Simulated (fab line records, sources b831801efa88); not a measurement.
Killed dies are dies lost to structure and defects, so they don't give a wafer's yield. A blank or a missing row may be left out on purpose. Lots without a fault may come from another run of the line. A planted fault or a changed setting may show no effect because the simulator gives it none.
Chamber matching | flow sky130 | SKY_FIELD_ISO_ETCH_17 on rie_si-01: 4 sister chambers
The step etches Si in HBr/Cl2/O2, target depth 342 nm, time 97.7 s. 8 wafers are shown with their chamber, then 7 later ones without.

WAFERS WITH THEIR CHAMBER
wafer  | chamber | drypump_motor_current_A (A) | bias_w (W)
L303.5 | 2       | 5.6                         | 150.3
L305.3 | 0       | 6.7                         | 149.9
L305.4 | 2       | 5.6                         | 150.1
L314.1 | 1       | 5.2                         | 149.9
L314.3 | 3       | 5.8                         | 151.0
L314.6 | 3       | 5.8                         | 150.3
L315.2 | 0       | 6.7                         | 149.8
L315.3 | 1       | 5.3                         | 150.0

WAFERS WITHOUT THEIR CHAMBER
wafer  | drypump_motor_current_A (A) | bias_w (W)
L315.6 | 5.8                         | 150.8
L316.1 | 5.6                         | 149.0
L316.4 | 5.8                         | 150.1
L316.6 | 5.6                         | 149.6
L319.2 | 5.2                         | 150.8
L319.4 | 5.8                         | 149.9
L319.5 | 5.3                         | 150.1

WHICH CHAMBER EACH WENT THROUGH
wafer  | from the rows above | in truth
L315.6 | 3                   | 3
L316.1 | 2                   | 2
L316.4 | 3                   | 3
L316.6 | 2                   | 2
L319.2 | 1                   | 1
L319.4 | 3                   | 3
L319.5 | 1                   | 1
Placed correctly: 7 of 7. Can't be placed from these rows: 0. Placed wrongly: 0.
How it was worked out, from the rows above alone: a wafer's distance from a chamber is the root of the sum, over the readings, of the square of ((its reading less the chamber's mean) divided by the reading's scatter). The wafer belongs to the nearest chamber; if the next one is less than 2 further off, it can't be placed. A chamber's mean is the mean of its shown wafers. The scatter: the root of (the sum of the squares of (reading less its chamber's mean) over the shown wafers, divided by (wafers less chambers)).
